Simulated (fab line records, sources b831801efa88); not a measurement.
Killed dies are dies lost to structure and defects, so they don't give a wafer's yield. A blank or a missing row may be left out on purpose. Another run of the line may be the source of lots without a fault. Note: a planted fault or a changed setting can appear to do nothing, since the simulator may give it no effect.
Split-lot experiment ; flow sfq-line ; 23 wafers read across 5 lots, on a route 325 steps long

== THE SPLIT ==
At SFQ_TRILAYER_I2_CMP_CMP_064 (polishes SiO2), the setting leave-above-ref-nm was moved away from the recipe's 200 nm on 6 of the 23 wafers read, by -7.4% to -3.4%. All remaining wafers had this setting at the recipe value.

== FROM THE SPLIT TO THE READING: what the file shows between them, 6 steps ==
- SFQ_TRILAYER_I2_METRO_MEASURE_065
- SFQ_TRILAYER_I2_VIA_LITHO_COAT_067: resist thk 650 nm (also split here: spin-rpm)
- SFQ_TRILAYER_I2_VIA_LITHO_SOFTBAKE_071
- SFQ_TRILAYER_I2_VIA_LITHO_EXPOSE_068: exposes mask I2, target cd 500 nm
- SFQ_TRILAYER_I2_VIA_LITHO_DEVELOP_069: time 60 s
- SFQ_TRILAYER_I2_VIA_BARC_OPEN_VIA_ETCH_096: etches BARC in O2, target depth 125 nm, time 41.7 s

== THE READING ==
oes-product-au, in a.u., at SFQ_TRILAYER_I2_VIA_ETCH_VIA_ETCH_070 (etches SiO2 in CHF3, stops on Nb, target depth 260 nm). Fault-free wafers of this fab line usually give 0.854 a.u., standard deviation 0.0055 a.u.

wafer;tool, chamber at the split;leave-above-ref-nm as run, nm;against the recipe;oes-product-au, a.u.;against lot-mates on the recipe
L074.1;cmp-02, 3;200;recipe;0.855;-
L074.5;cmp-02, 2;200;recipe;0.857;-
L074.6;cmp-02, 1;200;recipe;0.850;-
L076.1;cmp-02, 0;186.6;-6.7%;0.827;-0.032
L076.2;cmp-02, 1;200;recipe;0.858;-
L076.4;cmp-02, 3;200;recipe;0.862;-
L076.5;cmp-02, 3;186.6;-6.7%;0.820;-0.039
L076.6;cmp-02, 0;200;recipe;0.857;-
L077.2;cmp-01, 1;185.2;-7.4%;0.815;-0.037
L077.3;cmp-01, 3;200;recipe;0.851;-
L077.4;cmp-01, 0;200;recipe;0.856;-
L077.5;cmp-01, 2;200;recipe;0.848;-
L077.6;cmp-01, 3;185.2;-7.4%;0.813;-0.039
L081.1;cmp-01, 2;193.2;-3.4%;0.841;-0.010
L081.2;cmp-01, 1;200;recipe;0.850;-
L081.3;cmp-01, 0;200;recipe;0.856;-
L081.4;cmp-01, 3;193.2;-3.4%;0.840;-0.011
L081.5;cmp-01, 2;200;recipe;0.848;-
L083.1;cmp-01, 0;200;recipe;0.850;-
L083.2;cmp-01, 3;200;recipe;0.855;-
L083.4;cmp-01, 2;200;recipe;0.844;-
L083.5;cmp-01, 0;200;recipe;0.856;-
L083.6;cmp-01, 3;200;recipe;0.848;-

FIT RESULTS
A straight line over all 23 wafers: oes-product-au changes by +0.00479 a.u. for each +1% of leave-above-ref-nm; r = +0.95; the points scatter about the line by 0.0046 a.u.
The same after taking each lot's own level away (the mean of its wafers on the recipe; 23 wafers): +0.00503 a.u. for each +1%; r = +0.97; scatter 0.0039 a.u.
The reading moves by 0.037 a.u. for the largest change in leave-above-ref-nm, on that fit.
From 0.8506 to 0.8590 a.u.: that is the span of the lots' own levels, equal to 1.5 times the standard deviation above.
So the lot-to-lot level changes the slope little: the two slopes agree.
Check: for one of the wafers moved furthest among these (-7.4%), held out of the fit, the line's prediction against its lot-mates is -0.037 a.u. Against them it came out at -0.0367 a.u.

== THESE WAFERS: OTHER SPLITS ==
Before the reading, these wafers also passed through other splits. Each is held against what the fit with the lots' levels taken away leaves over:
other split on the same wafers;wafers away from the commonest value;r with oes-product-au (lot level and that fit taken away)
SFQ_TRILAYER_I0_VIA_ETCH_VIA_ETCH_034 bias-w;5;+0.25
SFQ_TRILAYER_M1_DEP_SPUTTER_037 time-s;8;-0.34
SFQ_TRILAYER_M1_BARC_OPEN_METAL_ETCH_054 bias-w;8;-0.14
SFQ_TRILAYER_I1_VIA_LITHO_COAT_054 spin-rpm;7;+0.04
SFQ_TRILAYER_M2_BARC_OPEN_METAL_ETCH_077 icp-w;10;-0.42
SFQ_TRILAYER_I2_VIA_LITHO_COAT_067 spin-rpm;11;-0.20

== THE WHOLE CHAIN: every reading that the file lists as answering this split, in the file's order ==
step;what it does;reading;change (the file's fit);r (the file's)
SFQ_TRILAYER_I2_CMP_CMP_064;polishes SiO2;SiO2_of_TRILAYER_I2_DEP_PECVD_063.thk-nm (the simulator's own value, which no gauge read);+1.99 nm for each +1% of the setting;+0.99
SFQ_TRILAYER_I2_METRO_MEASURE_065;;thk-nm;+1.99 nm for each +1% of the setting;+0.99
SFQ_TRILAYER_I2_VIA_ETCH_VIA_ETCH_070;etches SiO2 in CHF3, stops on Nb, target depth 260 nm;oes-product-au;+0.00495 a.u. for each +1% of the setting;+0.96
SFQ_TRILAYER_I2_VIA_ETCH_VIA_ETCH_070;etches SiO2 in CHF3, stops on Nb, target depth 260 nm;I2.feature-depth-nm (the simulator's own value, which no gauge read);+1.98 nm for each +1% of the setting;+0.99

== THE FILE'S OWN FIT ==
oes-product-au changes by +0.00495 a.u. for each +1% of leave-above-ref-nm, r = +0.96.
